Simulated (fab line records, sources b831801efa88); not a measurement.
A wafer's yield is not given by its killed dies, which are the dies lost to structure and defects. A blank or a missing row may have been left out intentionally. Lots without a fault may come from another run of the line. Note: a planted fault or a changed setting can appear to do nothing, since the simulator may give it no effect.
Lot-split experiment ; flow sky130 ; 23 wafers read across 5 lots, on a route 708 steps long

SPLIT DETAILS
At SKY_METAL1_ETCH_18 (etches BARC in N2/H2, stops on SiO2, time 45.9 s, target depth 60 nm), the setting icp w was moved away from the recipe's 500 W on 7 of the 23 wafers read, by -9.1% to +11.7%. This setting was run at the recipe's value on the other wafers.

The split's own step is where the reading is taken.

THE READING
KrF-thick_of_METAL1_COAT_10.thk nm (the simulator's own value, which no gauge read), in nm, at SKY_METAL1_ETCH_18 (etches BARC in N2/H2, stops on SiO2, time 45.9 s, target depth 60 nm). The file gives no usual value for it. Across the 16 wafers here that went through the recipe, the average is 392.3 nm and the standard deviation 0.93 nm.

wafer;tool, chamber at the split;icp w as run, W;against the recipe;KrF-thick_of_METAL1_COAT_10.thk nm, nm;against lot-mates on the recipe
L077.1;rie metal-02, 0;500;recipe;393.7;-
L077.2;rie metal-02, 1;456.4;-8.7%;397.7;+4.5
L077.3;rie metal-02, 0;456.4;-8.7%;396.8;+3.6
L077.4;rie metal-02, 1;456.4;-8.7%;397;+3.8
L077.6;rie metal-02, 0;500;recipe;392.7;-
L074.1;rie metal-03, 0;500;recipe;391.4;-
L074.4;rie metal-03, 1;500;recipe;390.5;-
L074.5;rie metal-03, 0;500;recipe;391.2;-
L078.1;rie metal-02, 0;558.6;+11.7%;386.6;-5.7
L078.2;rie metal-02, 1;500;recipe;393.2;-
L078.3;rie metal-02, 0;558.6;+11.7%;387.2;-5.1
L078.4;rie metal-02, 1;500;recipe;392.1;-
L078.5;rie metal-02, 1;500;recipe;391.6;-
L082.1;rie metal-02, 0;500;recipe;394.3;-
L082.2;rie metal-02, 1;500;recipe;392.5;-
L082.3;rie metal-02, 1;454.3;-9.1%;397.3;+4.1
L082.4;rie metal-02, 0;500;recipe;392.9;-
L082.5;rie metal-02, 0;454.3;-9.1%;397.7;+4.5
L083.1;rie metal-02, 1;500;recipe;391.7;-
L083.2;rie metal-02, 0;500;recipe;391.9;-
L083.4;rie metal-02, 0;500;recipe;392.3;-
L083.5;rie metal-02, 0;500;recipe;392.2;-
L083.6;rie metal-02, 1;500;recipe;392;-

FIT RESULTS
A straight line over all 23 wafers: KrF-thick_of_METAL1_COAT_10.thk nm changes by -0.517 nm for each +1% of icp w; r = -0.96; the points scatter about the line by 0.87 nm.
The same after taking each lot's own level away (the mean of its wafers on the recipe; 23 wafers): -0.46 nm for each +1%; r = -0.98; scatter 0.49 nm.
On that fit, the largest move of icp w shifts the reading by 5.4 nm.
Measured against the standard deviation above, the lots' own levels, which go from 391.03 to 393.23 nm, span 2.4 times it.
So the lot-to-lot level changes the slope: the two fits differ.
Check: with one of the wafers moved furthest among these (+11.7%) left out of the fit, the line predicts -5.27 nm for it against its lot-mates. It came out at -5.7 nm against them.

THE OTHER SPLITS THESE WAFERS WENT THROUGH
These wafers also went through other splits before the reading. Each is held against what the fit with the lots' levels taken away leaves over:
other split on the same wafers;wafers away from the commonest value;r with KrF-thick_of_METAL1_COAT_10.thk nm (lot level and that fit taken away)
SKY_SD_N_IMPLANT_09 energy kev;10;-0.20
SKY_SALICIDE_CLEAN_00 time s;15;-0.01
SKY_LI_CONTACT_CMP_02 leave above ref nm;7;-0.10
SKY_LI_CONTACT_EXPOSE_09 dose mj;6;-0.07
SKY_LI_CONTACT_SPUTTER_19 time s;10;-0.01
SKY_LOCAL_INTERCONNECT_COAT_05 resist thk nm;8;+0.23
SKY_LOCAL_INTERCONNECT_ETCH_13 bias w;5;+0.30
SKY_CONTACT_HDPCVD_02 sih4 flow sccm;4;+0.04
SKY_CONTACT_SPUTTER_23 power w;7;-0.03

FILE'S OWN FIT
KrF-thick_of_METAL1_COAT_10.thk nm changes by -0.457 nm for each +1% of icp w, r = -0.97.
